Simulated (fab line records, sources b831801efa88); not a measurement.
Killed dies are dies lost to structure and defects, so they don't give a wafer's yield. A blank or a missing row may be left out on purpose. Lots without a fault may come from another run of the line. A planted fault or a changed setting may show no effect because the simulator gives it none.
Which tool did it? | flow gf180mcu | 11 lots, 33 wafers sampled, at 5 steps of a route of 602

WHAT THE GAUGES READ, wafer by wafer
GF_M1_OVL_MEAS_15.
lot  | measured     | on         | M1_OVL (nm)
L510 | day 17 09:35 | overlay-01 | -4 -2 -4
L511 | day 17 11:49 | overlay-02 | 0 1 2
L514 | day 18 15:14 | overlay-01 | -2 -7 8
L515 | day 19 10:02 | overlay-01 | -4 -6 1
L517 | day 19 22:11 | overlay-01 | 2 -4 -3
L518 | day 20 04:53 | overlay-01 | 0 -7 -4
L521 | day 21 08:34 | overlay-01 | -3 0 -2
L527 | day 23 05:46 | overlay-01 | -1 8 3
L530 | day 24 08:35 | overlay-02 | -7 -6 1
L531 | day 24 17:49 | overlay-01 | 9 4 -4
L532 | day 24 22:25 | overlay-02 | -5 -10 1

GF_V1_RS_MEAS_24: measures by four-point-probe.
lot  | measured     | on            | V1_W_RS (ohm/sq)
L510 | day 18 11:28 | film_metro-02 | 0.327 0.330 0.329
L511 | day 18 13:52 | film_metro-01 | 0.330 0.328 0.332
L514 | day 19 17:49 | film_metro-03 | 0.326 0.324 0.330
L515 | day 20 13:01 | film_metro-01 | 0.327 0.326 0.327
L517 | day 21 00:58 | film_metro-03 | 0.326 0.326 0.330
L518 | day 21 06:49 | film_metro-03 | 0.328 0.324 0.322
L521 | day 22 10:38 | film_metro-03 | 0.326 0.327 0.329
L527 | day 24 06:54 | film_metro-03 | 0.329 0.328 0.330
L530 | day 25 09:13 | film_metro-01 | 0.349 0.350 0.333
L531 | day 25 17:01 | film_metro-03 | 0.349 0.333 0.345
L532 | day 25 21:32 | film_metro-03 | 0.328 0.330 0.323

GF_V1_THK_MEAS_25: measures by xrf.
lot  | measured     | on            | V1_W_THK (nm)
L510 | day 18 11:33 | film_metro-02 | 342 338 341
L511 | day 18 13:58 | film_metro-01 | 339 342 338
L514 | day 19 17:55 | film_metro-03 | 347 350 343
L515 | day 20 13:07 | film_metro-01 | 343 345 345
L517 | day 21 01:05 | film_metro-03 | 347 347 344
L518 | day 21 06:55 | film_metro-03 | 345 348 351
L521 | day 22 10:45 | film_metro-03 | 349 346 345
L527 | day 24 07:01 | film_metro-03 | 342 343 341
L530 | day 25 09:20 | film_metro-01 | 324 323 340
L531 | day 25 17:08 | film_metro-03 | 324 338 327
L532 | day 25 21:38 | film_metro-03 | 344 340 350

WHICH TOOL RAN EACH LOT (tool, then ch and the chambers of the sampled wafers, then the start)
lot  | GF_V1_ETCH_16                      | GF_V1_CVD_23
L510 | rie_diel-04 ch 0,1,2, day 18 10:32 | cvd_w-01 ch 0,1, day 18 11:20
L511 | rie_diel-01 ch 0,1,2, day 18 12:58 | cvd_w-02 ch 0,1, day 18 13:46
L514 | rie_diel-02 ch 1,2,3, day 19 16:53 | cvd_w-01 ch 0,1, day 19 17:41
L515 | rie_diel-02 ch 0,1,3, day 20 12:05 | cvd_w-01 ch 0,1, day 20 12:53
L517 | rie_diel-02 ch 0,1,3, day 21 00:05 | cvd_w-02 ch 0,1, day 21 00:50
L518 | rie_diel-02 ch 0,2,3, day 21 05:53 | cvd_w-01 ch 0,1, day 21 06:41
L521 | rie_diel-04 ch 0,1,2, day 22 09:46 | cvd_w-01 ch 0, day 22 10:31
L527 | rie_diel-04 ch 0,1, day 24 05:57   | cvd_w-02 ch 0,1, day 24 06:47
L530 | rie_diel-04 ch 0,1, day 25 08:17   | cvd_w-02 ch 0,1, day 25 09:05
L531 | rie_diel-02 ch 0,2,3, day 25 16:08 | cvd_w-02 ch 0,1, day 25 16:53
L532 | rie_diel-01 ch 1,3, day 25 20:35   | cvd_w-01 ch 0,1, day 25 21:25
- GF_V1_ETCH_16: etches BARC in N2/H2.
- GF_V1_CVD_23: deposits W, target thk 350 nm, time 105.05 s.

WHAT THE TOOLS THEMSELVES READ (means of the sampled wafers that have a number; where no wafer has one, the mark that the record gives instead)
GF_V1_ETCH_16.
lot  | tool        | drypump_motor_current_A (A) | oes_product_au (a.u.) | throttle_valve_pct (%)
L510 | rie_diel-04 | 5.7                         | 0.855                 | 13.221
L511 | rie_diel-01 | 5.6                         | 0.849                 | 13.229
L514 | rie_diel-02 | 5.6                         | 0.852                 | 13.222
L515 | rie_diel-02 | 5.6                         | 0.857                 | 13.223
L517 | rie_diel-02 | 5.6                         | 0.860                 | 13.227
L518 | rie_diel-02 | 5.7                         | 0.853                 | 13.221
L521 | rie_diel-04 | 5.7                         | 0.855                 | 13.224
L527 | rie_diel-04 | 5.5                         | 0.855                 | 13.220
L530 | rie_diel-04 | 5.6                         | 0.859                 | 13.235
L531 | rie_diel-02 | 5.7                         | 0.858                 | 13.224
L532 | rie_diel-01 | 5.5                         | 0.855                 | 13.218

GF_V1_CVD_23.
lot  | tool     | heater_power_w (W) | susceptor_temp_C (C)
L510 | cvd_w-01 | 819                | 399.78
L511 | cvd_w-02 | 846                | 400.09
L514 | cvd_w-01 | 828                | 400.08
L515 | cvd_w-01 | 829                | 399.89
L517 | cvd_w-02 | 858                | 399.73
L518 | cvd_w-01 | 834                | 400.12
L521 | cvd_w-01 | 873                | 400.01
L527 | cvd_w-02 | 811                | 400.13
L530 | cvd_w-02 | 810                | 400.26
L531 | cvd_w-02 | 805                | 399.79
L532 | cvd_w-01 | 840                | 399.84

THE ANSWER, worked out from the rows above alone
Rule: what is usual is taken from the lots themselves. Put in order of their means at a reading, lots are off if they are a third of the lots or fewer, leave a main group of 4 or more, and stand apart from it by a gap of 3 or more times the standard deviation of the main group's means; of several such gaps the widest counts. A main group whose means are all the same, to the digits that the tables above print for the reading, isn't used. A lot without any number at a reading at which 4 lots or more have one is off too. The other lots that the step has rows for count as sound. The gauges are gone through in route order, then the tools' own readings, and for those a lot's mean is taken as printed above. The first step at which some lot is off is used, and at that step the reading that is off furthest; a lot without a number counts as furthest.
Off: L530, L531, at GF_V1_RS_MEAS_24 (V1_W_RS). The main group: mean 0.327 ohm/sq, standard deviation 0.0015.
A tool fits if, at a process step before that reading, it ran every lot that is off, and no sound lot after the first of them. The gauges at GF_V1_RS_MEAS_24 are tried like those tools. One fits: cvd_w-02 at GF_V1_CVD_23. Its last sound lot is L527 (day 24 06:47), its first lot that is off L530 (day 25 09:05): a fault that began between those two fits.

WHAT THE SIMULATOR HAD PUT IN
Process parameter drift: cvd_w-02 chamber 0, from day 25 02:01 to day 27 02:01, at GF_V1_CVD_23. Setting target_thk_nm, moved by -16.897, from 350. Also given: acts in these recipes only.
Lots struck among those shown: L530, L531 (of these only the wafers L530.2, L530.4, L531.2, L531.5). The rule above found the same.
